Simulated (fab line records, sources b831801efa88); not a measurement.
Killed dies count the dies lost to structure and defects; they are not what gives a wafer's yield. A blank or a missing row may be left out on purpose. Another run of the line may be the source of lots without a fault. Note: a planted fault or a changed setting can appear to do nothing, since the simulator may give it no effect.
Struck lot and sound lot, side by side ; flow gf180mcu ; 14 steps out of a route of 602
Sound: wafers L696.2, L696.5, L696.6. Struck: wafers L695.3, L695.4, L695.5. Last of all comes the cause.
Per side, at each step with rows, come the tool, then ch with its chambers, and then its first start. Under that, the readings that differ: sound wafers ; struck wafers ; difference of the means ; sigmas: that difference in standard deviations of wafers without a fault.
alike: readings with means less than 2 such deviations apart, plus words and numbers identical on both sides. not compared: withheld readings, readings lacking a value on some wafer, bounds such as >300 that could conceal the same value, and numbers that have no deviation in the record and whose values overlap.
The two part at a step that has a row with sigmas, a row that says differs or no value, or rows on one side only. Non-overlapping numbers with no deviation appear without sigmas and do not part them. Lack of a reading on every wafer of one side parts them only where that side has two or more wafers.

first, 5 steps without rows for these wafers: GF_V2_COAT_09 (resist thk 1000 nm); GF_V2_SOFTBAKE_10 (time 60 s); GF_V2_EXPOSE_11 (exposes mask Via2, target cd 260 nm); GF_V2_PEB_12 (peb time 90 s); GF_V2_DEVELOP_13 (develop time 60 s).
GF_V2_CD_MEAS_14 targets a cd of 260 nm.
  struck on cd-sem-02, day 25 17:10; sound on cd-sem-02, day 26 07:46
reading;sound;struck;difference;sigmas
cd-nm (nm);259.6 259.1 259.7;257.1 255.7 257.1;-2.8;-2
GF_V2_OVL_MEAS_15:
  struck on overlay-01, day 25 17:16; sound on overlay-02, day 26 07:53
  alike: V2_OVL
GF_V2_ETCH_16: etches BARC in N2/H2.
  sound on rie-diel-03 ch 0,3, day 26 07:55; struck on rie-diel-04 ch 1,3, day 25 17:17
reading;sound;struck;difference;sigmas
drypump-motor-current-A (A);5.0 5.8 5.0;6.6 5.8 6.6;+1.1;+2
  alike: oes-product-au, throttle-valve-pct
GF_V2_ETCH_17: etches SiO2 in C4F8/O2/Ar, stops on TiN, target depth 630 nm.
  sound on rie-diel-03 ch 0,3; struck on rie-diel-04 ch 1,3
  alike: oes-product-au
GF_V2_STRIP_18: strips in O2/N2.
  sound on plasma-asher-01 ch 0,1, day 26 08:02; struck on plasma-asher-02 ch 0,1, day 25 17:26
  alike: drypump-motor-current-A, heater-power-w, o2-flow-sccm, oes-product-au, platen-temp-c
  not compared: rf-hours-counter-h
then, 2 steps without rows for these wafers: GF_V2_STRIP_19 (strips in post etch residue remover, time 1200 s); GF_V2_CLEAN_20 (cleans in DIW).
GF_V2_SPUTTER_21: material Ti, target thk 15 nm, time 80.02 s.
  struck on pvd-sputter-01, day 25 17:57; sound on pvd-sputter-01, day 26 08:36
  no value came back on the struck wafers for cathode-dc-power-W (W), chamber-pressure-pa (Pa), throttle-valve-pct (%); on the sound wafers cathode-dc-power-W (W) reads 2500.6 2499.5 2500.4
GF_V2_SPUTTER_22: material TiN, target thk 10 nm, time 40 s.
  struck on pvd-sputter-01, day 25 18:01; sound on pvd-sputter-01, day 26 08:40
  alike: cathode-dc-power-W, chamber-pressure-pa, throttle-valve-pct

WHERE THEY PART
At GF_V2_CD_MEAS_14 first; at GF_V2_SPUTTER_21 last (within this record only). Later steps at which nothing parts them and some readings are alike: GF_V2_SPUTTER_22.

WHY: what had been put in by the simulator
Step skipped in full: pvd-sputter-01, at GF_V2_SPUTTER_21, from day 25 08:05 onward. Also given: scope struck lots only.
